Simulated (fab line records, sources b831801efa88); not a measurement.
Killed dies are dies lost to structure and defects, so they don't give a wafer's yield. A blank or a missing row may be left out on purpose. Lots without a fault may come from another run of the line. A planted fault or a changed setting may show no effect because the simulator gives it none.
A struck lot beside a sound one | flow sfq_line | 15 steps out of a route of 325
Sound: wafers L153.3, L153.4, L153.5. Struck: wafer L159.1. (L159.5 of the same lot was not struck and is left out.) The cause comes at the end.
At each step with rows: each side's tool, then ch and its chambers, then its first start. Under that, the readings that differ: sound wafers | struck wafers | difference of the means | sigmas: that difference in standard deviations of wafers without a fault.
alike: readings whose means differ by less than 2 such deviations, and words and numbers that are the same on both sides. not compared: withheld readings, readings that some wafer has no value for, bounds like >300 that may hide the same value, and numbers for which the record gives no deviation and whose values overlap.
The two part at a step that has a row with sigmas, a row that says differs or no value, or rows on one side only. Numbers that don't overlap but have no deviation are shown without sigmas and don't part them. A reading that every wafer of one side lacks parts them only if that side has two wafers or more.

SFQ_TRILAYER_L0_BARC_OPEN_METAL_ETCH_010: etches BARC in O2, target depth 125 nm, time 41.7 s.
  sound on rie_metal-04 ch 0,1, day 4 22:04; struck on rie_metal-04 ch 1, day 6 08:50
  reading                | sound | struck | difference                   | sigmas
  rf_hours_counter_h (h) | - - - | 88     | no value on the sound wafers |
  alike: chamber_pressure_mTorr, drypump_motor_current_A, oes_product_au
SFQ_TRILAYER_L0_ETCH_METAL_ETCH_008: etches MoNx KI in SF6/O2, stops on SiO2, target depth 50 nm, time 25 s.
  sound on rie_metal-04 ch 0,1, day 4 22:07; struck on rie_metal-04 ch 1, day 6 08:54
  reading                | sound | struck | difference                   | sigmas
  rf_hours_counter_h (h) | - - - | 88     | no value on the sound wafers |
  alike: chamber_pressure_mTorr, drypump_motor_current_A, oes_product_au
SFQ_TRILAYER_L0_STRIP_STRIP_009: strips in O2.
  sound on rie_metal-04 ch 0,1, day 4 22:21; struck on rie_metal-04 ch 1, day 6 08:57
  reading                | sound | struck | difference                   | sigmas
  rf_hours_counter_h (h) | - - - | 88     | no value on the sound wafers |
  alike: chamber_pressure_mTorr, drypump_motor_current_A, oes_product_au
then, 1 step without rows for these wafers: SFQ_TRILAYER_L0_STRIP_SOLV_CLEAN_010 (cleans in NMP, time 600 s).
SFQ_TRILAYER_L0_CAP_PECVD_011: deposits SiO2 from SiH4/N2O, time 13.333 s, target thk 60 nm.
  sound on pecvd-03 ch 0,2, day 4 22:55; struck on pecvd-01 ch 1, day 6 09:43
  alike: heater_power_w, showerhead_vpp_V, throttle_valve_pct
then, 6 steps without rows for these wafers: SFQ_TRILAYER_L0_VIA_LITHO_COAT_018 (resist thk 62 nm); SFQ_TRILAYER_L0_VIA_LITHO_COAT_013 (resist thk 650 nm); SFQ_TRILAYER_L0_VIA_LITHO_SOFTBAKE_017; SFQ_TRILAYER_L0_VIA_LITHO_EXPOSE_014 (exposes mask L0V, target cd 700 nm); SFQ_TRILAYER_L0_VIA_LITHO_PEB_016 (peb time 60 s); SFQ_TRILAYER_L0_VIA_LITHO_DEVELOP_015 (time 60 s).
-- the record jumps here: 2 days lie between the struck wafers' starts before and after --
SFQ_L0V_OVL_MEAS_903:
  sound on overlay-01, day 7 01:33; struck on overlay-01, day 8 17:47
  alike: L0V_OVL
SFQ_TRILAYER_L0_VIA_BARC_OPEN_VIA_ETCH_021: etches BARC in O2, target depth 125 nm, time 41.7 s.
  sound on rie_diel-03 ch 0,1,3, day 7 01:35; struck on rie_diel-03 ch 0, day 8 17:49
  reading                                                 | sound             | struck | difference | sigmas
  model.KrF_of_TRILAYER_L0_VIA_LITHO_COAT_013.thk_nm (nm) | 573.8 575.3 576.5 | 579.9  | +4.7       |
  alike: chamber_pressure_mTorr, drypump_motor_current_A, oes_product_au
  not compared: rf_hours_counter_h
SFQ_TRILAYER_L0_VIA_ETCH_VIA_ETCH_016: etches SiO2 in CHF3, stops on MoNx KI, target depth 80 nm.
  sound on rie_diel-03 ch 0,1,3, day 7 01:37; struck on rie_diel-03 ch 0, day 8 17:51
  reading                                                 | sound           | struck | difference | sigmas
  model.KrF_of_TRILAYER_L0_VIA_LITHO_COAT_013.thk_nm (nm) | 559.7 562 562.9 | 565.7  | +4.2       |
  alike: chamber_pressure_mTorr, drypump_motor_current_A, oes_product_au
SFQ_TRILAYER_L0_VIA_STRIP_STRIP_017: strips in O2.
  sound on rie_metal-04 ch 0, day 7 02:04; struck on rie_metal-03 ch 0, day 8 17:54
  reading                     | sound       | struck | difference                   | sigmas
  drypump_motor_current_A (A) | 6.0 6.0 6.0 | 5.1    | -0.9                         | -2
  rf_hours_counter_h (h)      | - - -       | 116    | no value on the sound wafers |
  alike: chamber_pressure_mTorr, oes_product_au

WHERE THEY PART
First at SFQ_TRILAYER_L0_BARC_OPEN_METAL_ETCH_010; last, within this record, at SFQ_TRILAYER_L0_VIA_STRIP_STRIP_017.

WHY: what the simulator had put in
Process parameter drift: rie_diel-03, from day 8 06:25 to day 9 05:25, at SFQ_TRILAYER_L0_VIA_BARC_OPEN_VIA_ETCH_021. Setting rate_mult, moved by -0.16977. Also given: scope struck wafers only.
